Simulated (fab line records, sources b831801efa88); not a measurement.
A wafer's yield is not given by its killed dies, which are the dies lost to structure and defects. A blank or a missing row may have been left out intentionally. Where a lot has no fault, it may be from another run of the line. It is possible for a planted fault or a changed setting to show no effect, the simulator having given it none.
fab line records -- flow sky130 -- part 1 of 2: steps 1 to 22 of 31
record lots=5, wafers=15, last-day=50
route steps=708 shown VT_ADJUST_NCORE@126 VT_ADJUST_HVTR@131 VT_ADJUST_PCH@143 SONOS_TUNNEL@154
lots that met no fault: taken from a fault-free run of the same line
start-h: the number of hours between the record's first day and the start of the first shown wafer of the lot -- wait-h: hours from the lot's prior step to this one -- " same as the row above -- L1.1+2: one row covering several wafers at once -- - no value, or no start was given -- * or withheld: withheld -- < > ~ a bound
route shown NAME@n: NAME is a module with steps in the file, n the number in the route of the first one -- usual: mean/standard deviation of fault-free wafers -- same: alike in all rows -- chamber/n: place in a boat -- sites: each site's reading -- _std_site: standard deviation across them -- _edge_site: outer sites' mean less inner sites' -- radius-mm: for every site, how far away it sits from the centre of the wafer -- mask NAME#n: copy n -- behind: the tool/chamber that last shaped the wafer -- hold: why the lot was held/for how many hours/how that ended -- device: whichever transistor did not switch (one of n, p or np) -- end of line: the route-end tests of the same wafers -- where a step has no rows: the recipe by itself -- killed: dies that structure and defects cost at the first sort, which is not the same as the wafer's yield -- map: a wafer's dies, marking killed ones x, the rest . and places with no die _
set.NAME: the setting as run; set.NAME@STEP: as run at that earlier step -- model.NAME: the simulator's own value behind a step, which no gauge read
lots seen at some steps along the route; tables by step, rows by wafer
services: when a tool's chamber went out of use (start-h, in hours from the record's first day, below 0 if earlier), for how many hours, and the reason
## steps
# step SKY_VT_ADJUST_NCORE_CD_MEAS_07
# recipe target-cd-nm=380
# usual cd-nm=379.7/2.3
lot.wafer,tool,chamber,start-h,wait-h,cd-nm
L081.1,cd-sem-02,-,235.39,0.1,382.1
L081.4,cd-sem-02,-,235.39,0.1,379.0
L081.5,cd-sem-02,-,235.39,0.1,381.2
L085.2,cd-sem-01,-,267.66,0.1,375.6
L085.4,cd-sem-01,-,267.66,0.1,376.1
L085.6,cd-sem-01,-,267.66,0.1,378.3
L089.2,cd-sem-01,-,289.07,0.1,381.4
L089.4,cd-sem-01,-,289.07,0.1,380.7
L089.6,cd-sem-01,-,289.07,0.1,382.3
L091.2,cd-sem-02,-,307.67,0.1,378.7
L091.3,cd-sem-02,-,307.67,0.1,383.4
L091.4,cd-sem-02,-,307.67,0.1,379.3
L097.2,cd-sem-01,-,345.06,0.1,376.9
L097.3,cd-sem-01,-,345.06,0.1,376.3
L097.5,cd-sem-01,-,345.06,0.1,376.2
# step SKY_VT_ADJUST_NCORE_OVL_MEAS_08
# usual VT_ADJUST_NCORE_OVL=-0.8/1.3
lot.wafer,tool,chamber,start-h,wait-h,VT_ADJUST_NCORE_OVL[nm]
L081.1,overlay-02,-,235.51,0.1,-1.0
L081.4,overlay-02,-,235.51,0.1,-3.1
L081.5,overlay-02,-,235.51,0.1,-2.2
L085.2,overlay-01,-,267.77,0.1,0.5
L085.4,overlay-01,-,267.77,0.1,0.4
L085.6,overlay-01,-,267.77,0.1,-1.8
L089.2,overlay-01,-,289.17,0.1,-3.3
L089.4,overlay-01,-,289.17,0.1,-1.1
L089.6,overlay-01,-,289.17,0.1,-0.6
L091.2,overlay-01,-,307.77,0.1,-1.2
L091.3,overlay-01,-,307.77,0.1,-2.1
L091.4,overlay-01,-,307.77,0.1,-1.7
L097.2,overlay-01,-,345.17,0.1,0.5
L097.3,overlay-01,-,345.17,0.1,1.5
L097.5,overlay-01,-,345.17,0.1,-1.2
# step SKY_VT_ADJUST_NCORE_IMPLANT_09
# recipe species=B, energy-kev=10, dose-cm2=2.4e+12, tilt-deg=withheld
# usual beam-energy-keV=9.9998/0.0029
lot.wafer,tool,chamber,start-h,wait-h,beam-energy-keV
L081.1,implanter-01,0,235.55,0.0,10.008
L081.4,implanter-01,0,235.55,0.0,9.9996
L081.5,implanter-01,0,235.55,0.0,10.003
L085.2,implanter-02,0,267.82,0.0,10.004
L085.4,implanter-02,0,267.82,0.0,10.002
L085.6,implanter-02,0,267.82,0.0,10.000
L089.2,implanter-04,0,289.23,0.0,9.9990
L089.4,implanter-04,0,289.23,0.0,10.002
L089.6,implanter-04,0,289.23,0.0,10.003
L091.2,implanter-02,0,307.83,0.0,10.002
L091.3,implanter-02,0,307.83,0.0,10.001
L091.4,implanter-02,0,307.83,0.0,10.004
L097.2,implanter-04,0,345.26,0.1,10.000
L097.3,implanter-04,0,345.26,0.1,9.9993
L097.5,implanter-04,0,345.26,0.1,9.9997
# step SKY_VT_ADJUST_NCORE_STRIP_10
# recipe chemistry=O2/N2, power-w=1400, pressure-mtorr=1500, platen-temp-c=withheld, o2-flow-sccm=3000, n2-flow-sccm=300, overash-fraction=0.5
# usual drypump-motor-current-A=5.8/0.49, oes-product-au=0.716/0.0046, strip-time-to-endpoint-s=14.18/0.038
lot.wafer,tool,chamber,start-h,wait-h,drypump-motor-current-A,oes-product-au,rf-hours-counter-h,strip-time-to-endpoint-s
L081.1,plasma-asher-04,1,235.74,0.2,5.7,0.712,43,14.16
L081.4,plasma-asher-04,1,235.74,0.2,5.7,0.724,-,14.24
L081.5,plasma-asher-04,0,235.74,0.2,5.1,0.720,-,14.18
L085.2,plasma-asher-04,1,267.95,0.1,5.7,0.722,46,14.16
L085.4,plasma-asher-04,0,267.95,0.1,5.1,0.714,-,14.17
L085.6,plasma-asher-04,1,267.95,0.1,5.7,0.719,-,14.17
L089.2,plasma-asher-02,0,289.35,0.1,6.3,0.718,60,14.19
L089.4,plasma-asher-02,1,289.35,0.1,6.4,0.714,-,14.18
L089.6,plasma-asher-02,1,289.35,0.1,6.5,0.718,-,14.20
L091.2,plasma-asher-02,1,307.95,0.1,6.5,0.712,62,14.28
L091.3,plasma-asher-02,1,307.95,0.1,6.5,0.713,-,14.20
L091.4,plasma-asher-02,0,307.95,0.1,6.3,0.717,-,14.23
L097.2,plasma-asher-04,0,345.38,0.1,5.1,0.719,52,14.16
L097.3,plasma-asher-04,0,345.38,0.1,5.1,0.707,-,14.15
L097.5,plasma-asher-04,0,345.38,0.1,5.1,0.708,-,14.20
# step SKY_VT_ADJUST_NCORE_TW_MEAS_11
# usual VT_ADJUST_NCORE_TW=220.7/1.4
lot.wafer,tool,chamber,start-h,wait-h,VT_ADJUST_NCORE_TW
L081.1,film-metro-03,-,235.84,0.1,219.6
L081.4,film-metro-03,-,235.84,0.1,219.1
L081.5,film-metro-03,-,235.84,0.1,219.2
L085.2,film-metro-03,-,268.06,0.1,219.1
L085.4,film-metro-03,-,268.06,0.1,219.6
L085.6,film-metro-03,-,268.06,0.1,219.6
L089.2,film-metro-01,-,289.46,0.1,222.3
L089.4,film-metro-01,-,289.46,0.1,222.2
L089.6,film-metro-01,-,289.46,0.1,222.5
L091.2,film-metro-01,-,308.06,0.1,223.4
L091.3,film-metro-01,-,308.06,0.1,220.8
L091.4,film-metro-01,-,308.06,0.1,221.4
L097.2,film-metro-01,-,345.49,0.1,222.2
L097.3,film-metro-01,-,345.49,0.1,223.2
L097.5,film-metro-01,-,345.49,0.1,221.4
# step SKY_VT_ADJUST_HVTR_DEHYDRATE_00
# recipe temp-c=200, time-s=60
# usual chill-plate-temp-C=23.01/0.12, exhaust-pa=44.9/0.82
lot.wafer,tool,chamber,start-h,wait-h,chill-plate-temp-C,exhaust-pa
L081.1,litho-track-02,0,247.46,11.6,23.04,44.2
L081.4,litho-track-02,0,247.46,11.6,22.96,45.3
L081.5,litho-track-02,0,247.46,11.6,23.08,44.2
L085.2,litho-track-02,0,279.63,11.6,22.75,45.2
L085.4,litho-track-02,0,279.63,11.6,22.88,43.9
L085.6,litho-track-02,0,279.63,11.6,22.79,44.3
L089.2,litho-track-04,0,301.92,12.4,23.13,45.2
L089.4,litho-track-04,0,301.92,12.4,23.06,45.2
L089.6,litho-track-04,0,301.92,12.4,23.05,46.2
L091.2,litho-track-04,0,319.67,11.6,23.07,45.1
L091.3,litho-track-04,0,319.67,11.6,23.14,44.2
L091.4,litho-track-04,0,319.67,11.6,22.97,45.1
L097.2,litho-track-01,0,359.47,14.0,23.14,43.5
L097.3,litho-track-01,0,359.47,14.0,23.04,43.9
L097.5,litho-track-01,0,359.47,14.0,23.00,43.3
# step SKY_VT_ADJUST_HVTR_HMDS_01
# recipe prime-time-s=60, prime-temp-c=120
# usual chill-plate-temp-C=23.02/0.11, exhaust-pa=45.1/0.91
lot.wafer,tool,chamber,start-h,wait-h,chill-plate-temp-C,exhaust-pa
L081.1,litho-track-02,0,247.61,0.1,22.95,44.1
L081.4,litho-track-02,0,247.61,0.1,23.05,45.8
L081.5,litho-track-02,0,247.61,0.1,23.13,45.6
L085.2,litho-track-02,0,279.78,0.1,22.83,43.8
L085.4,litho-track-02,0,279.78,0.1,23.04,45.0
L085.6,litho-track-02,0,279.78,0.1,22.95,42.6
L089.2,litho-track-04,0,302.07,0.1,23.21,44.9
L089.4,litho-track-04,0,302.07,0.1,23.12,46.0
L089.6,litho-track-04,0,302.07,0.1,23.06,45.4
L091.2,litho-track-04,0,319.82,0.1,22.92,45.9
L091.3,litho-track-04,0,319.82,0.1,23.19,46.0
L091.4,litho-track-04,0,319.82,0.1,23.04,45.8
L097.2,litho-track-01,0,359.62,0.1,23.18,43.9
L097.3,litho-track-01,0,359.62,0.1,23.04,44.9
L097.5,litho-track-01,0,359.62,0.1,23.16,44.9
# step SKY_VT_ADJUST_HVTR_COAT_02
# recipe resist=NOVOLAK, spin-rpm=3000, resist-thk-nm=1140
# usual chill-plate-temp-C=23.01/0.11, exhaust-pa=45.0/0.92
lot.wafer,tool,chamber,start-h,wait-h,chill-plate-temp-C,exhaust-pa
L081.1,litho-track-02,0,247.76,0.1,22.99,44.3
L081.4,litho-track-02,0,247.76,0.1,23.06,44.1
L081.5,litho-track-02,0,247.76,0.1,22.94,44.0
L085.2,litho-track-02,0,279.93,0.1,23.14,45.8
L085.4,litho-track-02,0,279.93,0.1,23.19,45.8
L085.6,litho-track-02,0,279.93,0.1,23.23,44.7
L089.2,litho-track-04,0,302.22,0.1,22.94,46.0
L089.4,litho-track-04,0,302.22,0.1,22.94,46.6
L089.6,litho-track-04,0,302.22,0.1,22.91,44.1
L091.2,litho-track-04,0,319.97,0.1,23.09,44.0
L091.3,litho-track-04,0,319.97,0.1,23.06,45.3
L091.4,litho-track-04,0,319.97,0.1,22.93,44.1
L097.2,litho-track-01,0,359.77,0.1,22.97,45.9
L097.3,litho-track-01,0,359.77,0.1,22.96,46.3
L097.5,litho-track-01,0,359.77,0.1,22.93,46.1
# step SKY_VT_ADJUST_HVTR_SOFTBAKE_03
# recipe temp-c=90, time-s=60, resist=NOVOLAK
# usual chill-plate-temp-C=22.98/0.11, exhaust-pa=45.0/0.96
lot.wafer,tool,chamber,start-h,wait-h,chill-plate-temp-C,exhaust-pa
L081.1,litho-track-02,0,247.91,0.1,22.94,45.5
L081.4,litho-track-02,0,247.91,0.1,23.01,46.4
L081.5,litho-track-02,0,247.91,0.1,22.96,44.5
L085.2,litho-track-02,0,280.08,0.1,23.00,43.5
L085.4,litho-track-02,0,280.08,0.1,23.06,43.3
L085.6,litho-track-02,0,280.08,0.1,23.12,44.1
L089.2,litho-track-04,0,302.37,0.1,23.30,45.1
L089.4,litho-track-04,0,302.37,0.1,23.11,45.4
L089.6,litho-track-04,0,302.37,0.1,23.12,45.4
L091.2,litho-track-04,0,320.12,0.1,22.94,46.2
L091.3,litho-track-04,0,320.12,0.1,22.93,46.2
L091.4,litho-track-04,0,320.12,0.1,22.83,45.3
L097.2,litho-track-01,0,359.92,0.1,22.95,44.4
L097.3,litho-track-01,0,359.92,0.1,22.99,45.4
L097.5,litho-track-01,0,359.92,0.1,23.09,44.1
# step SKY_VT_ADJUST_HVTR_EXPOSE_04
# recipe mask-id=HVTRM, target-cd-nm=380, na=0.6, source-shape=conventional, sigma-outer=0.6, dose-mj=150
# usual exposure-dose-mJ-cm2=150.00/0.13
lot.wafer,tool,chamber,start-h,wait-h,mask,exposure-dose-mJ-cm2
L081.1,iline-stepper-02,0,-,-,HVTRM#0,150.03
L081.4,iline-stepper-02,0,-,-,HVTRM#0,149.87
L081.5,iline-stepper-02,0,-,-,HVTRM#0,149.87
L085.2,iline-stepper-01,0,-,-,HVTRM#0,149.99
L085.4,iline-stepper-01,0,-,-,HVTRM#0,149.99
L085.6,iline-stepper-01,0,-,-,HVTRM#0,150.07
L089.2,iline-stepper-01,0,-,-,HVTRM#0,150.13
L089.4,iline-stepper-01,0,-,-,HVTRM#0,150.07
L089.6,iline-stepper-01,0,-,-,HVTRM#0,149.87
L091.2,iline-stepper-02,0,-,-,HVTRM#0,149.83
L091.3,iline-stepper-02,0,-,-,HVTRM#0,149.82
L091.4,iline-stepper-02,0,-,-,HVTRM#0,150.03
L097.2,iline-stepper-02,0,-,-,HVTRM#0,150.09
L097.3,iline-stepper-02,0,-,-,HVTRM#0,150.14
L097.5,iline-stepper-02,0,-,-,HVTRM#0,150.19
# step SKY_VT_ADJUST_HVTR_PEB_05
# recipe temp-c=withheld, time-s=*, resist=NOVOLAK
# usual chill-plate-temp-C=*, exhaust-pa=45.2/0.89
lot.wafer,tool,chamber,start-h,wait-h,chill-plate-temp-C,exhaust-pa
L081.1,litho-track-01,0,-,-,*,45.5
L081.4,litho-track-01,0,-,-,*,45.5
L081.5,litho-track-01,0,-,-,*,44.5
L085.2,litho-track-04,0,-,-,*,46.5
L085.4,litho-track-04,0,-,-,*,46.3
L085.6,litho-track-04,0,-,-,*,43.9
L089.2,litho-track-01,0,-,-,*,44.5
L089.4,litho-track-01,0,-,-,*,45.4
L089.6,litho-track-01,0,-,-,*,44.7
L091.2,litho-track-04,0,-,-,*,44.6
L091.3,litho-track-04,0,-,-,*,44.7
L091.4,litho-track-04,0,-,-,*,45.0
L097.2,litho-track-04,0,-,-,*,43.7
L097.3,litho-track-04,0,-,-,*,43.3
L097.5,litho-track-04,0,-,-,*,45.3
# step SKY_VT_ADJUST_HVTR_DEVELOP_06
# recipe develop-time-s=60, dev-temp-c=23
# usual chill-plate-temp-C=23.01/0.099, exhaust-pa=45.3/0.92
lot.wafer,tool,chamber,start-h,wait-h,chill-plate-temp-C,exhaust-pa
L081.1,litho-track-01,0,259.14,0.1,23.07,45.3
L081.4,litho-track-01,0,259.14,0.1,23.11,44.8
L081.5,litho-track-01,0,259.14,0.1,22.91,45.7
L085.2,litho-track-04,0,291.92,0.1,23.02,45.4
L085.4,litho-track-04,0,291.92,0.1,22.90,45.3
L085.6,litho-track-04,0,291.92,0.1,22.96,45.9
L089.2,litho-track-01,0,314.57,0.1,23.11,44.5
L089.4,litho-track-01,0,314.57,0.1,23.03,44.4
L089.6,litho-track-01,0,314.57,0.1,23.12,44.4
L091.2,litho-track-04,0,333.62,0.1,23.08,44.5
L091.3,litho-track-04,0,333.62,0.1,23.05,45.1
L091.4,litho-track-04,0,333.62,0.1,23.05,44.6
L097.2,litho-track-04,0,373.37,0.1,22.95,44.7
L097.3,litho-track-04,0,373.37,0.1,22.77,44.1
L097.5,litho-track-04,0,373.37,0.1,22.92,44.7
# step SKY_VT_ADJUST_HVTR_CD_MEAS_07
# recipe target-cd-nm=380
# usual cd-nm=379.7/2.7
lot.wafer,tool,chamber,start-h,wait-h,cd-nm
L081.1,cd-sem-01,-,259.29,0.1,381.4
L081.4,cd-sem-01,-,259.29,0.1,381.3
L081.5,cd-sem-01,-,259.29,0.1,382.4
L085.2,cd-sem-01,-,292.06,0.1,378.6
L085.4,cd-sem-01,-,292.06,0.1,378.6
L085.6,cd-sem-01,-,292.06,0.1,380.0
L089.2,cd-sem-01,-,314.71,0.1,378.4
L089.4,cd-sem-01,-,314.71,0.1,380.3
L089.6,cd-sem-01,-,314.71,0.1,380.4
L091.2,cd-sem-02,-,333.76,0.1,376.2
L091.3,cd-sem-02,-,333.76,0.1,377.5
L091.4,cd-sem-02,-,333.76,0.1,378.8
L097.2,cd-sem-02,-,373.51,0.1,383.0
L097.3,cd-sem-02,-,373.51,0.1,379.0
L097.5,cd-sem-02,-,373.51,0.1,380.8
# step SKY_VT_ADJUST_HVTR_OVL_MEAS_08
# usual VT_ADJUST_HVTR_OVL=-1.0/2
lot.wafer,tool,chamber,start-h,wait-h,VT_ADJUST_HVTR_OVL[nm]
L081.1,overlay-02,-,259.41,0.1,-4.2
L081.4,overlay-02,-,259.41,0.1,-2.2
L081.5,overlay-02,-,259.41,0.1,-2.4
L085.2,overlay-02,-,292.17,0.1,-1.8
L085.4,overlay-02,-,292.17,0.1,0.5
L085.6,overlay-02,-,292.17,0.1,-0.2
L089.2,overlay-01,-,314.82,0.1,0.2
L089.4,overlay-01,-,314.82,0.1,0.6
L089.6,overlay-01,-,314.82,0.1,-0.2
L091.2,overlay-02,-,333.87,0.1,-3.2
L091.3,overlay-02,-,333.87,0.1,-2.5
L091.4,overlay-02,-,333.87,0.1,-3.6
L097.2,overlay-02,-,373.62,0.1,-3.5
L097.3,overlay-02,-,373.62,0.1,-2.5
L097.5,overlay-02,-,373.62,0.1,-3.7
# step SKY_VT_ADJUST_HVTR_IMPLANT_09
# recipe species=B, energy-kev=10, dose-cm2=2.1e+12, tilt-deg=withheld
# usual beam-energy-keV=10.000/0.0032
lot.wafer,tool,chamber,start-h,wait-h,beam-energy-keV
L081.1,implanter-03,0,259.45,0.0,10.000
L081.4,implanter-03,0,259.45,0.0,9.998
L081.5,implanter-03,0,259.45,0.0,9.994
L085.2,implanter-04,0,292.22,0.0,10.000
L085.4,implanter-04,0,292.22,0.0,10.001
L085.6,implanter-04,0,292.22,0.0,9.999
L089.2,implanter-03,0,314.87,0.0,9.999
L089.4,implanter-03,0,314.87,0.0,10.004
L089.6,implanter-03,0,314.87,0.0,10.003
L091.2,implanter-01,0,333.92,0.0,10.002
L091.3,implanter-01,0,333.92,0.0,10.005
L091.4,implanter-01,0,333.92,0.0,10.005
L097.2,implanter-03,0,373.67,0.0,9.995
L097.3,implanter-03,0,373.67,0.0,9.999
L097.5,implanter-03,0,373.67,0.0,10.000
# step SKY_VT_ADJUST_HVTR_STRIP_10
# recipe chemistry=O2/N2, power-w=1400, pressure-mtorr=1500, platen-temp-c=withheld, o2-flow-sccm=3000, n2-flow-sccm=300, overash-fraction=0.5
# usual drypump-motor-current-A=5.9/0.45, oes-product-au=0.716/0.0044, strip-time-to-endpoint-s=14.19/0.041
lot.wafer,tool,chamber,start-h,wait-h,drypump-motor-current-A,oes-product-au,rf-hours-counter-h,strip-time-to-endpoint-s
L081.1,plasma-asher-02,1,259.60,0.1,6.5,0.717,57,14.20
L081.4,plasma-asher-02,0,259.60,0.1,6.3,0.716,-,14.20
L081.5,plasma-asher-02,0,259.60,0.1,6.3,0.714,-,14.17
L085.2,plasma-asher-02,1,292.35,0.1,6.4,0.717,60,14.19
L085.4,plasma-asher-02,1,292.35,0.1,6.5,0.716,-,14.23
L085.6,plasma-asher-02,0,292.35,0.1,6.3,0.717,-,14.20
L089.2,plasma-asher-02,1,315.00,0.1,6.4,0.719,63,14.22
L089.4,plasma-asher-02,0,315.00,0.1,6.3,0.712,-,14.27
L089.6,plasma-asher-02,1,315.00,0.1,6.5,0.714,-,14.25
L091.2,plasma-asher-02,1,334.05,0.1,6.5,0.725,64,14.20
L091.3,plasma-asher-02,1,334.05,0.1,6.5,0.712,-,14.23
L091.4,plasma-asher-02,0,334.05,0.1,6.3,0.718,-,14.22
L097.2,plasma-asher-01,0,373.80,0.1,5.5,0.717,26,14.09
L097.3,plasma-asher-01,1,373.80,0.1,5.5,0.715,-,14.11
L097.5,plasma-asher-01,0,373.80,0.1,5.5,0.715,-,14.12
# step SKY_VT_ADJUST_HVTR_TW_MEAS_11
# usual VT_ADJUST_HVTR_TW=211.7/1.3
lot.wafer,tool,chamber,start-h,wait-h,VT_ADJUST_HVTR_TW
L081.1,film-metro-03,-,259.70,0.1,210.9
L081.4,film-metro-03,-,259.70,0.1,208.9
L081.5,film-metro-03,-,259.70,0.1,210.8
L085.2,film-metro-03,-,292.46,0.1,210.5
L085.4,film-metro-03,-,292.46,0.1,211.2
L085.6,film-metro-03,-,292.46,0.1,210.6
L089.2,film-metro-04,-,315.11,0.1,213.2
L089.4,film-metro-04,-,315.11,0.1,213.0
L089.6,film-metro-04,-,315.11,0.1,214.0
L091.2,film-metro-03,-,334.16,0.1,210.0
L091.3,film-metro-03,-,334.16,0.1,209.3
L091.4,film-metro-03,-,334.16,0.1,209.8
L097.2,film-metro-04,-,373.91,0.1,212.4
L097.3,film-metro-04,-,373.91,0.1,211.8
L097.5,film-metro-04,-,373.91,0.1,212.8
# step SKY_VT_ADJUST_PCH_DEHYDRATE_00
# recipe temp-c=200, time-s=60
# usual chill-plate-temp-C=23.00/0.12, exhaust-pa=44.8/0.95
lot.wafer,tool,chamber,start-h,wait-h,chill-plate-temp-C,exhaust-pa
L081.1,litho-track-03,0,271.15,11.4,22.96,44.0
L081.4,litho-track-03,0,271.15,11.4,23.18,42.6
L081.5,litho-track-03,0,271.15,11.4,22.94,42.9
L085.2,litho-track-03,0,305.17,12.7,23.05,44.0
L085.4,litho-track-03,0,305.17,12.7,23.13,44.8
L085.6,litho-track-03,0,305.17,12.7,23.09,44.4
L089.2,litho-track-02,0,327.63,12.5,22.90,45.8
L089.4,litho-track-02,0,327.63,12.5,22.90,45.1
L089.6,litho-track-02,0,327.63,12.5,22.98,45.5
L091.2,litho-track-04,0,346.27,12.1,23.06,45.1
L091.3,litho-track-04,0,346.27,12.1,22.95,45.0
L091.4,litho-track-04,0,346.27,12.1,23.13,44.9
L097.2,litho-track-02,0,388.23,14.3,23.08,45.4
L097.3,litho-track-02,0,388.23,14.3,23.25,45.3
L097.5,litho-track-02,0,388.23,14.3,22.99,45.9
# step SKY_VT_ADJUST_PCH_HMDS_01
# recipe prime-time-s=60, prime-temp-c=120
# usual chill-plate-temp-C=23.00/0.1, exhaust-pa=45.0/0.86
lot.wafer,tool,chamber,start-h,wait-h,chill-plate-temp-C,exhaust-pa
L081.1,litho-track-03,0,271.30,0.1,23.22,46.1
L081.4,litho-track-03,0,271.30,0.1,23.16,45.7
L081.5,litho-track-03,0,271.30,0.1,23.09,45.6
L085.2,litho-track-03,0,305.32,0.1,22.94,46.4
L085.4,litho-track-03,0,305.32,0.1,23.02,45.2
L085.6,litho-track-03,0,305.32,0.1,22.79,44.9
L089.2,litho-track-02,0,327.78,0.1,22.99,45.2
L089.4,litho-track-02,0,327.78,0.1,22.96,45.3
L089.6,litho-track-02,0,327.78,0.1,22.95,46.2
L091.2,litho-track-04,0,346.42,0.1,22.95,45.0
L091.3,litho-track-04,0,346.42,0.1,22.94,44.0
L091.4,litho-track-04,0,346.42,0.1,22.90,44.0
L097.2,litho-track-02,0,388.38,0.1,23.04,44.2
L097.3,litho-track-02,0,388.38,0.1,23.19,45.0
L097.5,litho-track-02,0,388.38,0.1,23.00,44.8
# step SKY_VT_ADJUST_PCH_COAT_02
# recipe spin-rpm=2000, resist-thk-nm=3000
# usual chill-plate-temp-C=22.97/0.11, exhaust-pa=44.7/0.85
lot.wafer,tool,chamber,start-h,wait-h,chill-plate-temp-C,exhaust-pa
L081.1,litho-track-03,0,271.45,0.1,23.01,44.3
L081.4,litho-track-03,0,271.45,0.1,22.98,43.6
L081.5,litho-track-03,0,271.45,0.1,22.85,44.9
L085.2,litho-track-03,0,305.47,0.1,22.91,44.1
L085.4,litho-track-03,0,305.47,0.1,23.06,43.5
L085.6,litho-track-03,0,305.47,0.1,22.90,42.6
L089.2,litho-track-02,0,327.93,0.1,22.99,44.6
L089.4,litho-track-02,0,327.93,0.1,22.89,45.2
L089.6,litho-track-02,0,327.93,0.1,22.93,44.2
L091.2,litho-track-04,0,346.57,0.1,23.03,44.4
L091.3,litho-track-04,0,346.57,0.1,23.05,44.3
L091.4,litho-track-04,0,346.57,0.1,22.82,44.4
L097.2,litho-track-02,0,388.53,0.1,23.01,46.1
L097.3,litho-track-02,0,388.53,0.1,22.98,44.7
L097.5,litho-track-02,0,388.53,0.1,22.99,46.3
# step SKY_VT_ADJUST_PCH_SOFTBAKE_03
# recipe temp-c=110, time-s=withheld
# usual chill-plate-temp-C=23.02/0.098, exhaust-pa=45.0/0.9
lot.wafer,tool,chamber,start-h,wait-h,chill-plate-temp-C,exhaust-pa
L081.1,litho-track-03,0,271.60,0.1,23.17,46.0
L081.4,litho-track-03,0,271.60,0.1,23.05,45.7
L081.5,litho-track-03,0,271.60,0.1,23.08,44.2
L085.2,litho-track-03,0,305.63,0.1,22.90,46.6
L085.4,litho-track-03,0,305.63,0.1,23.11,46.7
L085.6,litho-track-03,0,305.63,0.1,23.01,44.5
L089.2,litho-track-02,0,328.09,0.1,22.97,43.8
L089.4,litho-track-02,0,328.09,0.1,23.19,44.8
L089.6,litho-track-02,0,328.09,0.1,23.04,44.7
L091.2,litho-track-04,0,346.73,0.1,23.02,44.4
L091.3,litho-track-04,0,346.73,0.1,23.05,45.7
L091.4,litho-track-04,0,346.73,0.1,23.09,43.4
L097.2,litho-track-02,0,388.69,0.1,22.88,44.1
L097.3,litho-track-02,0,388.69,0.1,22.95,45.0
L097.5,litho-track-02,0,388.69,0.1,22.88,43.9
# step SKY_VT_ADJUST_PCH_EXPOSE_04
# recipe mask-id=NWM, na=0.6, source-shape=conventional, sigma-outer=0.6, polarization=unpolarized, target-cd-nm=840, dose-mj=255
# usual exposure-dose-mJ-cm2=254.97/0.26
lot.wafer,tool,chamber,start-h,wait-h,mask,exposure-dose-mJ-cm2
L081.1,iline-stepper-01,0,-,-,NWM#0,254.57
L081.4,iline-stepper-01,0,-,-,NWM#0,254.30
L081.5,iline-stepper-01,0,-,-,NWM#0,254.12
L085.2,iline-stepper-01,0,-,-,NWM#0,254.84
L085.4,iline-stepper-01,0,-,-,NWM#0,255.63
L085.6,iline-stepper-01,0,-,-,NWM#0,255.06
L089.2,iline-stepper-02,0,-,-,NWM#0,254.65
L089.4,iline-stepper-02,0,-,-,NWM#0,255.05
L089.6,iline-stepper-02,0,-,-,NWM#0,255.03
L091.2,iline-stepper-02,0,-,-,NWM#0,255.38
L091.3,iline-stepper-02,0,-,-,NWM#0,254.87
L091.4,iline-stepper-02,0,-,-,NWM#0,255.09
L097.2,iline-stepper-01,0,-,-,NWM#0,255.06
L097.3,iline-stepper-01,0,-,-,NWM#0,254.81
L097.5,iline-stepper-01,0,-,-,NWM#0,255.12
